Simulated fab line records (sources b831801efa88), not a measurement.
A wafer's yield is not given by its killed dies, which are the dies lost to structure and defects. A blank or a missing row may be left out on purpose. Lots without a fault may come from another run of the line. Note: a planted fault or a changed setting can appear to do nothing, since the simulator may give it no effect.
The same fault as seen by 2 desks / flow gf180mcu / only its own numbers are on each desk; what lay behind them is given at the end

## AT THE TOOL OWNER'S DESK: furnace-02
The tool's own readings at GF_STI_OXIDATION_21 (stabilise 600 s, purge 300 s, target thk 15 nm): means of the sampled wafers that have a number, for each lot that ran on this tool. Any lot whose mean is over 4 standard deviations away from the usual mean is out of limits and marked OUT; that distance is given in the brackets.
Columns: A = zone_power_bottom_pct at GF_STI_OXIDATION_21, usual 39.7 %; B = zone_power_top_pct at GF_STI_OXIDATION_21, usual 41 %
lot=L644; first seen here=day 2 17:11; A=39.4; B=47
lot=L652; first seen here=day 4 14:14; A=39.2; B=47
lot=L659; first seen here=day 5 22:30; A=39.4; B=47
lot=L660; first seen here=day 6 04:24; A=39.1; B=47
This desk's verdict: no lot among the 4 shows anything out of limits.

## FROM THE METROLOGY DESK
Means of the sampled wafers that have a number, per lot and without regard to the tool the lot ran on: this is what the gauges read. Any lot whose mean is over 4 standard deviations away from the usual mean is out of limits and marked OUT; that distance is given in the brackets.
Columns: A = cd_nm at GF_STI_CD_MEAS_12, usual 219.8 nm; B = STI_OXIDATION_01_THK at GF_STI_THK_MEAS_22, usual 15.0 nm; C = STI_CVD_23_THK at GF_STI_THK_MEAS_24, usual 650 nm; D = STI_OXIDATION_02_THK at GF_STI_THK_MEAS_30, usual 10.02 nm; E = DNWELL_TW at GF_DNWELL_TW_MEAS_09, usual 1353; F = NWELL_OVL at GF_NWELL_OVL_MEAS_07, usual 0.5 nm
lot=L644; first seen here=day 2 16:23; A=220.3; B=15.0; C=647; D=10.17; E=1350; F=1.5
lot=L649; first seen here=day 3 19:40; A=219.5; B=15.1; C=652; D=10.00; E=1341; F=-1.2
lot=L652; first seen here=day 4 11:50; A=221.1; B=15.5; C=649; D=10.01; E=1343; F=-1.0
lot=L654; first seen here=day 4 22:08; A=220.4; B=14.7; C=647; D=9.87; E=1356; F=1.4
lot=L659; first seen here=day 5 21:44; A=219.5; B=15.1; C=656; D=9.78; E=1370; F=0.0
lot=L660; first seen here=day 6 03:41; A=219.1; B=14.7; C=650; D=10.23; E=1356; F=0.9
This desk's verdict: no lot among the 6 shows anything out of limits.

## PUT TOGETHER
The tool owner's desk saw nothing out of limits.
The metrology desk saw nothing out of limits.

## WHAT WAS PUT IN BY THE SIMULATOR
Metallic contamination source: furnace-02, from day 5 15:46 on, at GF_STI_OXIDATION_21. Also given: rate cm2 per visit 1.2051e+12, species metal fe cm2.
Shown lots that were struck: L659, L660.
